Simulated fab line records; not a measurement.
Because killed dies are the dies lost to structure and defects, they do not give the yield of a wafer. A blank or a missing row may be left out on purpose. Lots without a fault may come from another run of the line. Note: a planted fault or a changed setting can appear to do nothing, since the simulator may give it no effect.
The tool behind it: which one? || flow sky130 || 12 lots, 36 wafers sampled, at 4 steps of a route of 708

## WHAT EACH GAUGE READ, for each wafer
SKY_CONTACT_BOW_MEAS_05. Usual: CONTACT_BOW 82 um, standard deviation 6.3.
{"lot": "L693", "measured": "day 30 11:10", "on": "film metro-04", "CONTACT_BOW (um)": "81 80 81", "flag": ""}
{"lot": "L695", "measured": "day 30 21:05", "on": "film metro-01", "CONTACT_BOW (um)": "85 74 72", "flag": ""}
{"lot": "L696", "measured": "day 31 09:29", "on": "film metro-02", "CONTACT_BOW (um)": "87 75 65", "flag": ""}
{"lot": "L699", "measured": "day 32 10:46", "on": "film metro-04", "CONTACT_BOW (um)": "93 72 88", "flag": ""}
{"lot": "L700", "measured": "day 32 21:42", "on": "film metro-02", "CONTACT_BOW (um)": "70 75 67", "flag": ""}
{"lot": "L708", "measured": "day 35 02:19", "on": "film metro-04", "CONTACT_BOW (um)": "79 77 84", "flag": ""}
{"lot": "L709", "measured": "day 35 07:23", "on": "film metro-04", "CONTACT_BOW (um)": "84 84 93", "flag": ""}
{"lot": "L710", "measured": "day 35 18:20", "on": "film metro-01", "CONTACT_BOW (um)": "90 80 67", "flag": ""}
{"lot": "L711", "measured": "day 36 04:38", "on": "film metro-04", "CONTACT_BOW (um)": "81 80 82", "flag": ""}
{"lot": "L712", "measured": "day 36 10:43", "on": "film metro-01", "CONTACT_BOW (um)": "78 79 87", "flag": ""}
{"lot": "L715", "measured": "day 37 08:59", "on": "film metro-02", "CONTACT_BOW (um)": "75 90 76", "flag": ""}
{"lot": "L716", "measured": "day 38 20:05", "on": "film metro-02", "CONTACT_BOW (um)": "79 83 87", "flag": ""}

SKY_VIA1_THK_MEAS_01. Usual: VIA1_HDPCVD_THK 1020 nm, standard deviation 13.
{"lot": "L693", "measured": "day 32 20:52", "on": "film metro-02", "VIA1_HDPCVD_THK (nm)": "1011 1040 1016", "flag": ""}
{"lot": "L695", "measured": "day 33 08:14", "on": "film metro-02", "VIA1_HDPCVD_THK (nm)": "1027 1024 1034", "flag": ""}
{"lot": "L696", "measured": "day 33 17:55", "on": "film metro-03", "VIA1_HDPCVD_THK (nm)": "1020 1018 1016", "flag": ""}
{"lot": "L699", "measured": "day 34 18:20", "on": "film metro-03", "VIA1_HDPCVD_THK (nm)": "1025 1019 972", "flag": ""}
{"lot": "L700", "measured": "day 35 05:13", "on": "film metro-02", "VIA1_HDPCVD_THK (nm)": "1010 1000 993", "flag": ""}
{"lot": "L708", "measured": "day 37 09:41", "on": "film metro-02", "VIA1_HDPCVD_THK (nm)": "1052 1019 1018", "flag": ""}
{"lot": "L709", "measured": "day 37 13:58", "on": "film metro-03", "VIA1_HDPCVD_THK (nm)": "1013 1007 1004", "flag": ""}
{"lot": "L710", "measured": "day 38 00:55", "on": "film metro-01", "VIA1_HDPCVD_THK (nm)": "1023 1045 1020", "flag": ""}
{"lot": "L711", "measured": "day 38 11:05", "on": "film metro-01", "VIA1_HDPCVD_THK (nm)": "1019 1036 1015", "flag": ""}
{"lot": "L712", "measured": "day 38 16:53", "on": "film metro-01", "VIA1_HDPCVD_THK (nm)": "1024 1012 1017", "flag": ""}
{"lot": "L715", "measured": "day 39 13:35", "on": "film metro-02", "VIA1_HDPCVD_THK (nm)": "1017 1014 1015", "flag": ""}
{"lot": "L716", "measured": "day 41 00:35", "on": "film metro-02", "VIA1_HDPCVD_THK (nm)": "1025 1014 1023", "flag": ""}

## TOOL THAT RAN EACH LOT (tool first, then ch and the chambers of the sampled wafers, then the start)
{"lot": "L693", "SKY_METAL1_SPUTTER_00": "pvd sputter-03, day 31 15:55", "SKY_VIA1_HDPCVD_00": "hdpcvd-02 ch 0,2, day 32 20:44"}
{"lot": "L695", "SKY_METAL1_SPUTTER_00": "pvd sputter-01, day 32 03:05", "SKY_VIA1_HDPCVD_00": "hdpcvd-01 ch 0,1,2, day 33 08:07"}
{"lot": "L696", "SKY_METAL1_SPUTTER_00": "pvd sputter-03, day 32 13:03", "SKY_VIA1_HDPCVD_00": "hdpcvd-01 ch 0,1,2, day 33 17:48"}
{"lot": "L699", "SKY_METAL1_SPUTTER_00": "pvd sputter-01, day 33 14:44", "SKY_VIA1_HDPCVD_00": "hdpcvd-01 ch 0,1,2, day 34 18:13"}
{"lot": "L700", "SKY_METAL1_SPUTTER_00": "pvd sputter-03, day 34 01:35", "SKY_VIA1_HDPCVD_00": "hdpcvd-01 ch 0,1,2, day 35 05:06"}
{"lot": "L708", "SKY_METAL1_SPUTTER_00": "pvd sputter-03, day 36 06:31", "SKY_VIA1_HDPCVD_00": "hdpcvd-02 ch 0,1,2, day 37 09:34"}
{"lot": "L709", "SKY_METAL1_SPUTTER_00": "pvd sputter-03, day 36 10:28", "SKY_VIA1_HDPCVD_00": "hdpcvd-01 ch 0,2, day 37 13:51"}
{"lot": "L710", "SKY_METAL1_SPUTTER_00": "pvd sputter-03, day 36 21:19", "SKY_VIA1_HDPCVD_00": "hdpcvd-02 ch 0,1, day 38 00:47"}
{"lot": "L711", "SKY_METAL1_SPUTTER_00": "pvd sputter-02, day 37 08:02", "SKY_VIA1_HDPCVD_00": "hdpcvd-02 ch 0,1,2, day 38 10:58"}
{"lot": "L712", "SKY_METAL1_SPUTTER_00": "pvd sputter-01, day 37 14:29", "SKY_VIA1_HDPCVD_00": "hdpcvd-01 ch 0,1, day 38 16:46"}
{"lot": "L715", "SKY_METAL1_SPUTTER_00": "pvd sputter-03, day 38 11:49", "SKY_VIA1_HDPCVD_00": "hdpcvd-01 ch 1,2, day 39 13:28"}
{"lot": "L716", "SKY_METAL1_SPUTTER_00": "pvd sputter-01, day 39 22:34", "SKY_VIA1_HDPCVD_00": "hdpcvd-01 ch 0,1,2, day 41 00:29"}
- SKY_METAL1_SPUTTER_00: material Ti, target thk 15 nm, time 10 s.
- SKY_VIA1_HDPCVD_00: deposits SiO2, target thk 1030 nm, time 171.7 s.

## WHAT THE TOOLS THEMSELVES READ (means of the sampled wafers that have a number; where no wafer has one, the mark that the record gives instead)
SKY_METAL1_SPUTTER_00. Usual: throttle valve pct reads 30.2 % (standard deviation 1).
{"lot": "L693", "tool": "pvd sputter-03", "throttle valve pct (%)": 30.2, "flag": ""}
{"lot": "L695", "tool": "pvd sputter-01", "throttle valve pct (%)": 31.2, "flag": ""}
{"lot": "L696", "tool": "pvd sputter-03", "throttle valve pct (%)": 29.2, "flag": ""}
{"lot": "L699", "tool": "pvd sputter-01", "throttle valve pct (%)": 30.8, "flag": ""}
{"lot": "L700", "tool": "pvd sputter-03", "throttle valve pct (%)": 30.1, "flag": ""}
{"lot": "L708", "tool": "pvd sputter-03", "throttle valve pct (%)": 30.1, "flag": ""}
{"lot": "L709", "tool": "pvd sputter-03", "throttle valve pct (%)": 29.9, "flag": ""}
{"lot": "L710", "tool": "pvd sputter-03", "throttle valve pct (%)": 29.2, "flag": ""}
{"lot": "L711", "tool": "pvd sputter-02", "throttle valve pct (%)": 27.9, "flag": ""}
{"lot": "L712", "tool": "pvd sputter-01", "throttle valve pct (%)": 30.4, "flag": ""}
{"lot": "L715", "tool": "pvd sputter-03", "throttle valve pct (%)": 29.4, "flag": ""}
{"lot": "L716", "tool": "pvd sputter-01", "throttle valve pct (%)": 30.8, "flag": ""}

SKY_VIA1_HDPCVD_00. Usual: run length s reads 199.7 s (standard deviation 0.49).
{"lot": "L693", "tool": "hdpcvd-02", "run length s (s)": 199.7, "flag": ""}
{"lot": "L695", "tool": "hdpcvd-01", "run length s (s)": 199.5, "flag": ""}
{"lot": "L696", "tool": "hdpcvd-01", "run length s (s)": 199.6, "flag": ""}
{"lot": "L699", "tool": "hdpcvd-01", "run length s (s)": 197.7, "flag": "OFF"}
{"lot": "L700", "tool": "hdpcvd-01", "run length s (s)": 197.9, "flag": "OFF"}
{"lot": "L708", "tool": "hdpcvd-02", "run length s (s)": 199.6, "flag": ""}
{"lot": "L709", "tool": "hdpcvd-01", "run length s (s)": 199.9, "flag": ""}
{"lot": "L710", "tool": "hdpcvd-02", "run length s (s)": 199.5, "flag": ""}
{"lot": "L711", "tool": "hdpcvd-02", "run length s (s)": 199.5, "flag": ""}
{"lot": "L712", "tool": "hdpcvd-01", "run length s (s)": 199.8, "flag": ""}
{"lot": "L715", "tool": "hdpcvd-01", "run length s (s)": 199.5, "flag": ""}
{"lot": "L716", "tool": "hdpcvd-01", "run length s (s)": 199.5, "flag": ""}

## THE ANSWER, worked out from the rows above alone
Rule: a lot is off if the mean of its wafers that have a number lies more than 3 standard deviations from the usual mean. A lot without any number at a reading at which 4 lots or more have one is off too. All remaining lots with rows at the step are treated as sound. Order of review: gauges by route order, followed by the tools' own readings, for which a lot's mean as printed above is used. At the first step where some lot is off, the reading lying furthest off is the one used; lots without a number count as furthest.
Off at SKY_VIA1_HDPCVD_00 (run length s): L699, L700.
A tool fits if, at that step or a process step before it, it ran every lot that is off, and no sound lot after the first of them. No candidate that was tried fits.

## WHAT HAD BEEN PUT IN BY THE SIMULATOR
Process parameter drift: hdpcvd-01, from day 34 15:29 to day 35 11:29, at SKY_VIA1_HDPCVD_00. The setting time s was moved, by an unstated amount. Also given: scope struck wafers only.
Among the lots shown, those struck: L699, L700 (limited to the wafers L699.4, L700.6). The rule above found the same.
